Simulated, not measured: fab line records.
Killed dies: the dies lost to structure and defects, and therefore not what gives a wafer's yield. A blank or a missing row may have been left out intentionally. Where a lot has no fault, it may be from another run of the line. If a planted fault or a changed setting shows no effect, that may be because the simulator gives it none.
Which of the tools did it? :: flow sky130 :: 72 wafers from 24 lots sampled at 4 of the route's 708 steps

== WHAT THE GAUGES READ, wafer by wafer ==
SKY_VIA2_OVL_MEAS_13. Usual: VIA2_OVL 0 nm, standard deviation 5.8.
lot: L074
measured: day 37 16:47
on: overlay-02
VIA2_OVL (nm): 6 8 6
flag: 

lot: L075
measured: day 37 20:35
on: overlay-01
VIA2_OVL (nm): 6 10 9
flag: 

lot: L076
measured: day 38 00:32
on: overlay-01
VIA2_OVL (nm): 1 1 2
flag: 

lot: L077
measured: day 38 18:02
on: overlay-01
VIA2_OVL (nm): 2 11 2
flag: 

lot: L078
measured: day 38 23:48
on: overlay-01
VIA2_OVL (nm): 4 2 -3
flag: 

lot: L079
measured: day 39 01:53
on: overlay-02
VIA2_OVL (nm): 9 5 6
flag: 

lot: L080
measured: day 39 04:11
on: overlay-02
VIA2_OVL (nm): 4 1 1
flag: 

lot: L081
measured: day 40 01:13
on: overlay-02
VIA2_OVL (nm): -4 5 -10
flag: 

lot: L082
measured: day 40 03:38
on: overlay-01
VIA2_OVL (nm): 3 1 3
flag: 

lot: L083
measured: day 40 04:59
on: overlay-02
VIA2_OVL (nm): -2 -2 6
flag: 

lot: L084
measured: day 40 11:44
on: overlay-02
VIA2_OVL (nm): 7 6 2
flag: 

lot: L085
measured: day 41 03:05
on: overlay-01
VIA2_OVL (nm): 7 2 11
flag: 

lot: L086
measured: day 41 07:59
on: overlay-01
VIA2_OVL (nm): 4 3 5
flag: 

lot: L087
measured: day 41 11:59
on: overlay-01
VIA2_OVL (nm): -5 -6 0
flag: 

lot: L088
measured: day 41 13:29
on: overlay-01
VIA2_OVL (nm): 1 1 -5
flag: 

lot: L089
measured: day 42 02:26
on: overlay-01
VIA2_OVL (nm): -9 -7 -8
flag: 

lot: L090
measured: day 42 05:09
on: overlay-02
VIA2_OVL (nm): -3 3 1
flag: 

lot: L091
measured: day 42 12:23
on: overlay-02
VIA2_OVL (nm): 0 2 -9
flag: 

lot: L092
measured: day 42 13:51
on: overlay-02
VIA2_OVL (nm): -6 -3 -4
flag: 

lot: L093
measured: day 43 03:26
on: overlay-02
VIA2_OVL (nm): -10 -4 -2
flag: 

lot: L094
measured: day 43 05:49
on: overlay-01
VIA2_OVL (nm): -2 1 6
flag: 

lot: L095
measured: day 43 17:44
on: overlay-01
VIA2_OVL (nm): -4 -6 -7
flag: 

lot: L096
measured: day 43 19:02
on: overlay-01
VIA2_OVL (nm): -14 -5 -10
flag: 

lot: L097
measured: day 44 06:02
on: overlay-02
VIA2_OVL (nm): -1 1 2
flag: 

SKY_VIA3_RS_MEAS_22: uses a four-point probe to measure. Usual: VIA3_W_RS 0.293 ohm/sq, standard deviation 0.0035.
lot: L074
measured: day 41 02:46
on: film_metro-04
VIA3_W_RS (ohm/sq): 0.296 0.298 0.301
flag: 

lot: L075
measured: day 41 06:46
on: film_metro-04
VIA3_W_RS (ohm/sq): 0.292 0.296 0.290
flag: 

lot: L076
measured: day 41 09:59
on: film_metro-04
VIA3_W_RS (ohm/sq): 0.292 0.291 0.297
flag: 

lot: L077
measured: day 42 02:39
on: film_metro-04
VIA3_W_RS (ohm/sq): 0.295 0.295 0.291
flag: 

lot: L078
measured: day 42 08:38
on: film_metro-01
VIA3_W_RS (ohm/sq): 0.291 0.293 0.297
flag: 

lot: L079
measured: day 42 09:58
on: film_metro-04
VIA3_W_RS (ohm/sq): 0.296 0.297 0.297
flag: 

lot: L080
measured: day 42 11:13
on: film_metro-02
VIA3_W_RS (ohm/sq): 0.292 0.296 0.294
flag: 

lot: L081
measured: day 43 08:03
on: film_metro-01
VIA3_W_RS (ohm/sq): 0.300 0.296 0.293
flag: 

lot: L082
measured: day 43 10:42
on: film_metro-04
VIA3_W_RS (ohm/sq): 0.294 0.288 0.293
flag: 

lot: L083
measured: day 43 12:23
on: film_metro-04
VIA3_W_RS (ohm/sq): 0.299 0.298 0.295
flag: 

lot: L084
measured: day 43 18:11
on: film_metro-01
VIA3_W_RS (ohm/sq): 0.287 0.293 0.287
flag: 

lot: L085
measured: day 44 07:23
on: film_metro-01
VIA3_W_RS (ohm/sq): 0.291 0.294 0.289
flag: 

lot: L086
measured: day 44 12:49
on: film_metro-04
VIA3_W_RS (ohm/sq): 0.288 0.291 0.294
flag: 

lot: L087
measured: day 44 16:55
on: film_metro-04
VIA3_W_RS (ohm/sq): 0.293 0.295 0.293
flag: 

lot: L088
measured: day 44 18:15
on: film_metro-02
VIA3_W_RS (ohm/sq): 0.294 0.296 0.292
flag: 

lot: L089
measured: day 45 07:04
on: film_metro-04
VIA3_W_RS (ohm/sq): 0.290 0.287 0.294
flag: 

lot: L090
measured: day 45 08:17
on: film_metro-02
VIA3_W_RS (ohm/sq): 0.292 0.294 0.293
flag: 

lot: L091
measured: day 45 15:02
on: film_metro-01
VIA3_W_RS (ohm/sq): 0.299 0.296 0.301
flag: 

lot: L092
measured: day 45 17:00
on: film_metro-01
VIA3_W_RS (ohm/sq): 0.294 0.289 0.292
flag: 

lot: L093
measured: day 46 06:43
on: film_metro-01
VIA3_W_RS (ohm/sq): 0.293 0.290 0.288
flag: 

lot: L094
measured: day 46 07:28
on: film_metro-02
VIA3_W_RS (ohm/sq): 0.294 0.294 0.297
flag: 

lot: L095
measured: day 46 22:32
on: film_metro-04
VIA3_W_RS (ohm/sq): 0.299 0.303 0.295
flag: 

lot: L096
measured: day 46 23:54
on: film_metro-01
VIA3_W_RS (ohm/sq): 0.290 0.290 0.290
flag: 

lot: L097
measured: day 47 06:43
on: film_metro-04
VIA3_W_RS (ohm/sq): 0.293 0.293 0.296
flag: 

== WHICH TOOL RAN EACH LOT (tool, then ch and the chambers of the sampled wafers, then the start) ==
lot: L074
SKY_METAL3_SPUTTER_02: pvd_sputter-02, day 37 18:32
SKY_METAL3_DESCUM_15: rie_metal-04 ch 0,1, day 39 23:16

lot: L075
SKY_METAL3_SPUTTER_02: pvd_sputter-02, day 37 22:02
SKY_METAL3_DESCUM_15: rie_metal-02 ch 0,1, day 40 02:53

lot: L076
SKY_METAL3_SPUTTER_02: pvd_sputter-02, day 38 02:02
SKY_METAL3_DESCUM_15: rie_metal-04 ch 0,1, day 40 05:52

lot: L077
SKY_METAL3_SPUTTER_02: pvd_sputter-04, day 38 19:31
SKY_METAL3_DESCUM_15: rie_metal-04 ch 0,1, day 40 22:51

lot: L078
SKY_METAL3_SPUTTER_02: pvd_sputter-03, day 39 02:01
SKY_METAL3_DESCUM_15: rie_metal-04 ch 0,1, day 41 05:31

lot: L079
SKY_METAL3_SPUTTER_02: pvd_sputter-02, day 39 03:29
SKY_METAL3_DESCUM_15: rie_metal-02 ch 0,1, day 41 06:52

lot: L080
SKY_METAL3_SPUTTER_02: pvd_sputter-04, day 39 05:39
SKY_METAL3_DESCUM_15: rie_metal-02 ch 1, day 41 08:27

lot: L081
SKY_METAL3_SPUTTER_02: pvd_sputter-03, day 40 02:39
SKY_METAL3_DESCUM_15: rie_metal-03 ch 0,1, day 42 04:50

lot: L082
SKY_METAL3_SPUTTER_02: pvd_sputter-02, day 40 05:05
SKY_METAL3_DESCUM_15: rie_metal-03 ch 1, day 42 07:10

lot: L083
SKY_METAL3_SPUTTER_02: pvd_sputter-02, day 40 06:28
SKY_METAL3_DESCUM_15: rie_metal-03 ch 0,1, day 42 09:58

lot: L084
SKY_METAL3_SPUTTER_02: pvd_sputter-03, day 40 13:16
SKY_METAL3_DESCUM_15: rie_metal-04 ch 0,1, day 42 15:12

lot: L085
SKY_METAL3_SPUTTER_02: pvd_sputter-04, day 41 04:51
SKY_METAL3_DESCUM_15: rie_metal-02 ch 0,1, day 43 05:43

lot: L086
SKY_METAL3_SPUTTER_02: pvd_sputter-03, day 41 09:28
SKY_METAL3_DESCUM_15: rie_metal-03 ch 1, day 43 10:52

lot: L087
SKY_METAL3_SPUTTER_02: pvd_sputter-04, day 41 13:26
SKY_METAL3_DESCUM_15: rie_metal-02 ch 0,1, day 43 14:46

lot: L088
SKY_METAL3_SPUTTER_02: pvd_sputter-04, day 41 14:56
SKY_METAL3_DESCUM_15: rie_metal-04 ch 0,1, day 43 16:48

lot: L089
SKY_METAL3_SPUTTER_02: pvd_sputter-04, day 42 03:53
SKY_METAL3_DESCUM_15: rie_metal-02 ch 0,1, day 44 05:43

lot: L090
SKY_METAL3_SPUTTER_02: pvd_sputter-03, day 42 06:46
SKY_METAL3_DESCUM_15: rie_metal-04 ch 0,1, day 44 06:47

lot: L091
SKY_METAL3_SPUTTER_02: pvd_sputter-03, day 42 13:50
SKY_METAL3_DESCUM_15: rie_metal-03 ch 0,1, day 44 13:31

lot: L092
SKY_METAL3_SPUTTER_02: pvd_sputter-02, day 42 15:17
SKY_METAL3_DESCUM_15: rie_metal-03 ch 0,1, day 44 16:11

lot: L093
SKY_METAL3_SPUTTER_02: pvd_sputter-02, day 43 05:02
SKY_METAL3_DESCUM_15: rie_metal-04 ch 0, day 45 05:50

lot: L094
SKY_METAL3_SPUTTER_02: pvd_sputter-03, day 43 07:16
SKY_METAL3_DESCUM_15: rie_metal-03 ch 0,1, day 45 06:05

lot: L095
SKY_METAL3_SPUTTER_02: pvd_sputter-03, day 43 19:17
SKY_METAL3_DESCUM_15: rie_metal-03 ch 0,1, day 45 23:43

lot: L096
SKY_METAL3_SPUTTER_02: pvd_sputter-02, day 43 20:30
SKY_METAL3_DESCUM_15: rie_metal-02 ch 0,1, day 46 00:04

lot: L097
SKY_METAL3_SPUTTER_02: pvd_sputter-03, day 44 07:42
SKY_METAL3_DESCUM_15: rie_metal-02 ch 0,1, day 46 06:01
- SKY_METAL3_SPUTTER_02: material AlCu, target thk 735 nm, time 39.1 s.
- SKY_METAL3_DESCUM_15: chemistry O2, time 8 s.

== WHAT THE TOOLS THEMSELVES READ (means of the sampled wafers that have a number; where no wafer has one, the mark that the record gives instead) ==
SKY_METAL3_SPUTTER_02. Usual: 30.1 % for throttle_valve_pct, sd 0.66.
lot: L074
tool: pvd_sputter-02
throttle_valve_pct (%): 30.3
flag: 

lot: L075
tool: pvd_sputter-02
throttle_valve_pct (%): 30.2
flag: 

lot: L076
tool: pvd_sputter-02
throttle_valve_pct (%): 30.7
flag: 

lot: L077
tool: pvd_sputter-04
throttle_valve_pct (%): 29.0
flag: 

lot: L078
tool: pvd_sputter-03
throttle_valve_pct (%): 30.0
flag: 

lot: L079
tool: pvd_sputter-02
throttle_valve_pct (%): 30.0
flag: 

lot: L080
tool: pvd_sputter-04
throttle_valve_pct (%): 29.5
flag: 

lot: L081
tool: pvd_sputter-03
throttle_valve_pct (%): 29.8
flag: 

lot: L082
tool: pvd_sputter-02
throttle_valve_pct (%): 30.4
flag: 

lot: L083
tool: pvd_sputter-02
throttle_valve_pct (%): 30.5
flag: 

lot: L084
tool: pvd_sputter-03
throttle_valve_pct (%): 30.1
flag: 

lot: L085
tool: pvd_sputter-04
throttle_valve_pct (%): 29.8
flag: 

lot: L086
tool: pvd_sputter-03
throttle_valve_pct (%): 29.8
flag: 

lot: L087
tool: pvd_sputter-04
throttle_valve_pct (%): 30.0
flag: 

lot: L088
tool: pvd_sputter-04
throttle_valve_pct (%): 29.6
flag: 

lot: L089
tool: pvd_sputter-04
throttle_valve_pct (%): 30.0
flag: 

lot: L090
tool: pvd_sputter-03
throttle_valve_pct (%): 29.8
flag: 

lot: L091
tool: pvd_sputter-03
throttle_valve_pct (%): 30.1
flag: 

lot: L092
tool: pvd_sputter-02
throttle_valve_pct (%): 29.9
flag: 

lot: L093
tool: pvd_sputter-02
throttle_valve_pct (%): 30.3
flag: 

lot: L094
tool: pvd_sputter-03
throttle_valve_pct (%): 30.5
flag: 

lot: L095
tool: pvd_sputter-03
throttle_valve_pct (%): 30.4
flag: 

lot: L096
tool: pvd_sputter-02
throttle_valve_pct (%): 30.6
flag: 

lot: L097
tool: pvd_sputter-03
throttle_valve_pct (%): 30.2
flag: 

SKY_METAL3_DESCUM_15. Usual: drypump_motor_current_A 5.6 A, standard deviation 0.43; oes_product_au 0.995 a.u., standard deviation 0.007.
lot: L074
tool: rie_metal-04
drypump_motor_current_A (A): 5.8
oes_product_au (a.u.): 0.999
flag: 

lot: L075
tool: rie_metal-02
drypump_motor_current_A (A): 5.4
oes_product_au (a.u.): 1.001
flag: 

lot: L076
tool: rie_metal-04
drypump_motor_current_A (A): 6.1
oes_product_au (a.u.): 0.993
flag: 

lot: L077
tool: rie_metal-04
drypump_motor_current_A (A): 5.8
oes_product_au (a.u.): 0.996
flag: 

lot: L078
tool: rie_metal-04
drypump_motor_current_A (A): 5.8
oes_product_au (a.u.): 1.002
flag: 

lot: L079
tool: rie_metal-02
drypump_motor_current_A (A): 5.4
oes_product_au (a.u.): 0.996
flag: 

lot: L080
tool: rie_metal-02
drypump_motor_current_A (A): 5.4
oes_product_au (a.u.): 0.996
flag: 

lot: L081
tool: rie_metal-03
drypump_motor_current_A (A): 5.5
oes_product_au (a.u.): 0.993
flag: 

lot: L082
tool: rie_metal-03
drypump_motor_current_A (A): 5.1
oes_product_au (a.u.): 0.996
flag: 

lot: L083
tool: rie_metal-03
drypump_motor_current_A (A): 5.3
oes_product_au (a.u.): 0.994
flag: 

lot: L084
tool: rie_metal-04
drypump_motor_current_A (A): 6.1
oes_product_au (a.u.): 0.996
flag: 

lot: L085
tool: rie_metal-02
drypump_motor_current_A (A): 5.4
oes_product_au (a.u.): 0.991
flag: 

lot: L086
tool: rie_metal-03
drypump_motor_current_A (A): 5.1
oes_product_au (a.u.): 0.994
flag: 

lot: L087
tool: rie_metal-02
drypump_motor_current_A (A): 5.4
oes_product_au (a.u.): 0.989
flag: 

lot: L088
tool: rie_metal-04
drypump_motor_current_A (A): 6.0
oes_product_au (a.u.): 1.003
flag: 

lot: L089
tool: rie_metal-02
drypump_motor_current_A (A): 5.4
oes_product_au (a.u.): 0.993
flag: 

lot: L090
tool: rie_metal-04
drypump_motor_current_A (A): 5.8
oes_product_au (a.u.): 0.993
flag: 

lot: L091
tool: rie_metal-03
drypump_motor_current_A (A): 5.3
oes_product_au (a.u.): 0.992
flag: 

lot: L092
tool: rie_metal-03
drypump_motor_current_A (A): 5.3
oes_product_au (a.u.): 0.985
flag: 

lot: L093
tool: rie_metal-04
drypump_motor_current_A (A): 6.4
oes_product_au (a.u.): 1.006
flag: 

lot: L094
tool: rie_metal-03
drypump_motor_current_A (A): 5.3
oes_product_au (a.u.): 0.990
flag: 

lot: L095
tool: rie_metal-03
drypump_motor_current_A (A): 5.6
oes_product_au (a.u.): 1.003
flag: 

lot: L096
tool: rie_metal-02
drypump_motor_current_A (A): 5.4
oes_product_au (a.u.): 0.994
flag: 

lot: L097
tool: rie_metal-02
drypump_motor_current_A (A): 5.4
oes_product_au (a.u.): 0.990
flag: 

== THE ANSWER, worked out from the rows above alone ==
Rule: take the mean of a lot's wafers that have a number; if it is more than 3 standard deviations from the usual mean, the lot is off. Also off: a lot with no number at a reading for which 4 or more lots have one. All remaining lots with rows at the step are treated as sound. The gauges are gone through in route order, then the tools' own readings, and for those a lot's mean is taken as printed above. The first step at which some lot is off is used, and at that step the reading that is off furthest; a lot without a number counts as furthest.
No lot is off at any reading shown: from this, nothing can be told.

== WHAT THE SIMULATOR PUT IN ==
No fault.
